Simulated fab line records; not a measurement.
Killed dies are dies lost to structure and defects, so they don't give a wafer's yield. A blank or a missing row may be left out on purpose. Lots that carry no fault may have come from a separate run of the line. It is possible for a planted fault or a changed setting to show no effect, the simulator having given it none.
The tool behind it: which one? || flow gf180mcu || 33 wafers from 11 lots sampled at 5 of the route's 602 steps

== WHAT THE GAUGES SHOWED, per wafer ==
GF_V2_RS_MEAS_24: uses a four-point probe to measure.
{"lot": "L536", "measured": "day 20 09:46", "on": "film_metro-01", "V2_W_RS (ohm/sq)": "0.330 0.333 0.332"}
{"lot": "L538", "measured": "day 21 01:40", "on": "film_metro-03", "V2_W_RS (ohm/sq)": "0.329 0.318 0.329"}
{"lot": "L540", "measured": "day 22 01:32", "on": "film_metro-04", "V2_W_RS (ohm/sq)": "0.332 0.333 0.333"}
{"lot": "L543", "measured": "day 23 01:50", "on": "film_metro-01", "V2_W_RS (ohm/sq)": "0.474 0.334 0.477"}
{"lot": "L544", "measured": "day 23 09:09", "on": "film_metro-01", "V2_W_RS (ohm/sq)": "0.486 0.336 0.477"}
{"lot": "L546", "measured": "day 24 01:28", "on": "film_metro-04", "V2_W_RS (ohm/sq)": "0.473 0.472 0.478"}
{"lot": "L554", "measured": "day 26 16:48", "on": "film_metro-04", "V2_W_RS (ohm/sq)": "0.324 0.329 0.326"}
{"lot": "L555", "measured": "day 26 18:29", "on": "film_metro-01", "V2_W_RS (ohm/sq)": "0.329 0.326 0.330"}
{"lot": "L556", "measured": "day 27 00:13", "on": "film_metro-04", "V2_W_RS (ohm/sq)": "0.320 0.328 0.322"}
{"lot": "L557", "measured": "day 27 12:37", "on": "film_metro-04", "V2_W_RS (ohm/sq)": "0.333 0.333 0.329"}
{"lot": "L558", "measured": "day 27 14:01", "on": "film_metro-01", "V2_W_RS (ohm/sq)": "0.326 0.328 0.329"}

GF_V2_THK_MEAS_25: measures by xrf.
{"lot": "L536", "measured": "day 20 09:52", "on": "film_metro-01", "V2_W_THK (nm)": "345 339 342"}
{"lot": "L538", "measured": "day 21 01:47", "on": "film_metro-03", "V2_W_THK (nm)": "341 354 343"}
{"lot": "L540", "measured": "day 22 01:40", "on": "film_metro-04", "V2_W_THK (nm)": "346 345 343"}
{"lot": "L543", "measured": "day 23 01:58", "on": "film_metro-01", "V2_W_THK (nm)": "239 336 237"}
{"lot": "L544", "measured": "day 23 09:16", "on": "film_metro-01", "V2_W_THK (nm)": "232 334 236"}
{"lot": "L546", "measured": "day 24 01:35", "on": "film_metro-04", "V2_W_THK (nm)": "243 242 239"}
{"lot": "L554", "measured": "day 26 16:55", "on": "film_metro-04", "V2_W_THK (nm)": "351 344 349"}
{"lot": "L555", "measured": "day 26 18:36", "on": "film_metro-01", "V2_W_THK (nm)": "344 347 342"}
{"lot": "L556", "measured": "day 27 00:20", "on": "film_metro-04", "V2_W_THK (nm)": "357 348 355"}
{"lot": "L557", "measured": "day 27 12:44", "on": "film_metro-04", "V2_W_THK (nm)": "345 345 349"}
{"lot": "L558", "measured": "day 27 14:07", "on": "film_metro-01", "V2_W_THK (nm)": "345 344 345"}

== WHAT TOOL EACH LOT RAN ON (gives the tool, then ch and the chambers of the sampled wafers, and finally the start) ==
{"lot": "L536", "GF_V1_ETCH_17": "rie_diel-03 ch 0,2,3, day 18 05:55 or earlier", "GF_V1_CVD_23": "cvd_w-01 ch 0,1, day 18 05:55", "GF_V2_CVD_23": "cvd_w-01 ch 1, day 20 09:38"}
{"lot": "L538", "GF_V1_ETCH_17": "rie_diel-04 ch 1,3, day 18 23:19 or earlier", "GF_V1_CVD_23": "cvd_w-02 ch 0,1, day 18 23:19", "GF_V2_CVD_23": "cvd_w-02 ch 0,1, day 21 01:33"}
{"lot": "L540", "GF_V1_ETCH_17": "rie_diel-04 ch 0,1,3, day 19 23:11 or earlier", "GF_V1_CVD_23": "cvd_w-01 ch 0,1, day 19 23:11", "GF_V2_CVD_23": "cvd_w-01 ch 0,1, day 22 01:26"}
{"lot": "L543", "GF_V1_ETCH_17": "rie_diel-04 ch 1,3, day 20 23:55 or earlier", "GF_V1_CVD_23": "cvd_w-02 ch 0,1, day 20 23:55", "GF_V2_CVD_23": "cvd_w-01 ch 0,1, day 23 01:44"}
{"lot": "L544", "GF_V1_ETCH_17": "rie_diel-04 ch 0,1,3, day 21 07:05 or earlier", "GF_V1_CVD_23": "cvd_w-01 ch 0,1, day 21 07:05", "GF_V2_CVD_23": "cvd_w-01 ch 0,1, day 23 09:02"}
{"lot": "L546", "GF_V1_ETCH_17": "rie_diel-03 ch 1,2,3, day 21 23:46 or earlier", "GF_V1_CVD_23": "cvd_w-02 ch 0,1, day 21 23:46", "GF_V2_CVD_23": "cvd_w-01 ch 0, day 24 01:22"}
{"lot": "L554", "GF_V1_ETCH_17": "rie_diel-01 ch 0,1, day 24 19:48 or earlier", "GF_V1_CVD_23": "cvd_w-02 ch 0,1, day 24 19:48", "GF_V2_CVD_23": "cvd_w-01 ch 0,1, day 26 16:40"}
{"lot": "L555", "GF_V1_ETCH_17": "rie_diel-04 ch 2,3, day 24 21:13 or earlier", "GF_V1_CVD_23": "cvd_w-02 ch 0,1, day 24 21:13", "GF_V2_CVD_23": "cvd_w-01 ch 0, day 26 18:22"}
{"lot": "L556", "GF_V1_ETCH_17": "rie_diel-01 ch 2,3, day 25 03:38 or earlier", "GF_V1_CVD_23": "cvd_w-02 ch 0,1, day 25 03:38", "GF_V2_CVD_23": "cvd_w-02 ch 0,1, day 27 00:07"}
{"lot": "L557", "GF_V1_ETCH_17": "rie_diel-04 ch 0,2,3, day 25 16:30 or earlier", "GF_V1_CVD_23": "cvd_w-02 ch 1, day 25 16:30", "GF_V2_CVD_23": "cvd_w-01 ch 0,1, day 27 12:30"}
{"lot": "L558", "GF_V1_ETCH_17": "rie_diel-01 ch 2,3, day 25 17:10 or earlier", "GF_V1_CVD_23": "cvd_w-01 ch 0, day 25 17:10", "GF_V2_CVD_23": "cvd_w-01 ch 0,1, day 27 13:53"}
- GF_V1_ETCH_17: etches SiO2 in C4F8/O2/Ar, stops on TiN, target depth 630 nm.
- GF_V1_CVD_23: deposits W, target thk 350 nm, time 105.05 s.
- GF_V2_CVD_23: deposits W, target thk 350 nm, time 104.94 s.

== AS READ BY THE TOOLS THEMSELVES (means over the sampled wafers that have a number; for cases with no such wafer, the mark the record gives instead) ==
GF_V1_ETCH_17.
{"lot": "L536", "tool": "rie_diel-03", "oes_product_au (a.u.)": 0.856}
{"lot": "L538", "tool": "rie_diel-04", "oes_product_au (a.u.)": 0.859}
{"lot": "L540", "tool": "rie_diel-04", "oes_product_au (a.u.)": 0.854}
{"lot": "L543", "tool": "rie_diel-04", "oes_product_au (a.u.)": 0.853}
{"lot": "L544", "tool": "rie_diel-04", "oes_product_au (a.u.)": 0.857}
{"lot": "L546", "tool": "rie_diel-03", "oes_product_au (a.u.)": 0.851}
{"lot": "L554", "tool": "rie_diel-01", "oes_product_au (a.u.)": 0.855}
{"lot": "L555", "tool": "rie_diel-04", "oes_product_au (a.u.)": 0.856}
{"lot": "L556", "tool": "rie_diel-01", "oes_product_au (a.u.)": 0.858}
{"lot": "L557", "tool": "rie_diel-04", "oes_product_au (a.u.)": 0.853}
{"lot": "L558", "tool": "rie_diel-01", "oes_product_au (a.u.)": 0.857}

GF_V1_CVD_23.
{"lot": "L536", "tool": "cvd_w-01", "heater_power_outer_w (W)": 454, "heater_power_w (W)": 791}
{"lot": "L538", "tool": "cvd_w-02", "heater_power_outer_w (W)": 510, "heater_power_w (W)": 819}
{"lot": "L540", "tool": "cvd_w-01", "heater_power_outer_w (W)": 451, "heater_power_w (W)": 803}
{"lot": "L543", "tool": "cvd_w-02", "heater_power_outer_w (W)": 499, "heater_power_w (W)": 799}
{"lot": "L544", "tool": "cvd_w-01", "heater_power_outer_w (W)": 467, "heater_power_w (W)": 787}
{"lot": "L546", "tool": "cvd_w-02", "heater_power_outer_w (W)": 500, "heater_power_w (W)": 811}
{"lot": "L554", "tool": "cvd_w-02", "heater_power_outer_w (W)": 502, "heater_power_w (W)": 809}
{"lot": "L555", "tool": "cvd_w-02", "heater_power_outer_w (W)": 497, "heater_power_w (W)": 806}
{"lot": "L556", "tool": "cvd_w-02", "heater_power_outer_w (W)": 507, "heater_power_w (W)": 820}
{"lot": "L557", "tool": "cvd_w-02", "heater_power_outer_w (W)": 493, "heater_power_w (W)": 805}
{"lot": "L558", "tool": "cvd_w-01", "heater_power_outer_w (W)": 452, "heater_power_w (W)": 800}

GF_V2_CVD_23.
{"lot": "L536", "tool": "cvd_w-01", "heater_power_outer_w (W)": 479, "heater_power_w (W)": 769}
{"lot": "L538", "tool": "cvd_w-02", "heater_power_outer_w (W)": 508, "heater_power_w (W)": 813}
{"lot": "L540", "tool": "cvd_w-01", "heater_power_outer_w (W)": 468, "heater_power_w (W)": 781}
{"lot": "L543", "tool": "cvd_w-01", "heater_power_outer_w (W)": 457, "heater_power_w (W)": 797}
{"lot": "L544", "tool": "cvd_w-01", "heater_power_outer_w (W)": 466, "heater_power_w (W)": 795}
{"lot": "L546", "tool": "cvd_w-01", "heater_power_outer_w (W)": 451, "heater_power_w (W)": 808}
{"lot": "L554", "tool": "cvd_w-01", "heater_power_outer_w (W)": 463, "heater_power_w (W)": 799}
{"lot": "L555", "tool": "cvd_w-01", "heater_power_outer_w (W)": 461, "heater_power_w (W)": 806}
{"lot": "L556", "tool": "cvd_w-02", "heater_power_outer_w (W)": 506, "heater_power_w (W)": 798}
{"lot": "L557", "tool": "cvd_w-01", "heater_power_outer_w (W)": 472, "heater_power_w (W)": 785}
{"lot": "L558", "tool": "cvd_w-01", "heater_power_outer_w (W)": 465, "heater_power_w (W)": 798}

== THE ANSWER, worked out from the rows above alone ==
Rule: what is usual is taken from the lots themselves. The widest of any qualifying gaps counts: lots, ordered by their means at a reading, are off when they make up no more than a third of the lots, leave a main group of 4 or more, and stand apart from it by 3 or more times the standard deviation of that group's means. A main group whose means are all the same, to the digits that the tables above print for the reading, isn't used. A lot without any number at a reading at which 4 lots or more have one is off too. Where the step has rows for the other lots, those lots are counted as sound. Order of review: gauges by route order, followed by the tools' own readings, for which a lot's mean as printed above is used. At the first step where some lot is off, the reading lying furthest off is the one used; lots without a number count as furthest.
Off: L543, L544, L546, seen at GF_V2_RS_MEAS_24 (V2_W_RS). The main group: mean 0.328 ohm/sq, standard deviation 0.0032.
If a tool, at a process step before that reading, ran all the lots that are off and no sound lot after the first of them, it fits. The gauges at GF_V2_RS_MEAS_24 are tried like those tools. Because GF_V1_ETCH_17 lacks a start for some lots, the hours and order of its lots are taken from GF_V1_CVD_23. Not one of the candidates tried fits.

== WHAT HAD BEEN PUT IN BY THE SIMULATOR ==
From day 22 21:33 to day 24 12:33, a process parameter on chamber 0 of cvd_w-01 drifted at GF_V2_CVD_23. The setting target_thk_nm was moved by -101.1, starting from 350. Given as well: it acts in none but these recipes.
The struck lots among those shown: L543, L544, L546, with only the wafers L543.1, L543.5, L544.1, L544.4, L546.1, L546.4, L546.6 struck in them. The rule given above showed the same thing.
